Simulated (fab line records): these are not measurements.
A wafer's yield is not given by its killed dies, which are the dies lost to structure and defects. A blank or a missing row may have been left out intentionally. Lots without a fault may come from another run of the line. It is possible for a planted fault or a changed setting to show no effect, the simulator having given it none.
Chamber matching -- flow gf180mcu -- GF_V3_CMP_26 on cmp-01 has 4 sister chambers
The step polishes, stops on SiO2, t overpolish 15 s, target thk 0 nm. 8 wafers are shown with their chamber, then 8 later ones without.

WAFERS PAIRED WITH THEIR CHAMBERS
wafer,chamber,motor-current-A (A),time-to-endpoint-s (s)
L336.5,1,9.0,80
L339.2,2,10.1,89
L343.4,0,10.6,93
L343.6,2,10.3,91
L344.2,1,9.5,87
L344.4,3,11.1,82
L344.5,3,10.8,87
L346.2,0,10.2,94

WAFERS WITHOUT THEIR CHAMBER
wafer,motor-current-A (A),time-to-endpoint-s (s)
L346.4,10.1,89
L346.5,10.5,84
L354.1,9.9,89
L354.3,8.9,90
L354.6,10.1,90
L356.1,10.5,90
L356.4,8.8,86
L356.6,11.3,86

WHICH CHAMBER EACH WENT THROUGH
wafer,from the rows above,in truth
L346.4,can't be placed: 2 or 0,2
L346.5,can't be placed: 3 or 2 or 0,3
L354.1,can't be placed: 2 or 0 or 1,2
L354.3,1,1
L354.6,can't be placed: 2 or 0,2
L356.1,can't be placed: 2 or 0 or 3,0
L356.4,1,1
L356.6,3,3
Placed correctly: 3 of 8. These rows do not allow placing 5 (true chamber among the candidates in 5). 0 placed wrongly.
How it was worked out, from the rows above alone: a wafer's distance from a chamber is the root of the sum, over the readings, of the square of ((its reading less the chamber's mean) divided by the reading's scatter). The wafer belongs to the nearest chamber; if the next one is less than 2 further off, it can't be placed. A chamber's mean is the mean of its shown wafers. How the scatter is found: for the shown wafers, subtract from each reading the mean of its chamber, square and add these, divide the total by (wafers less chambers), then take the root.
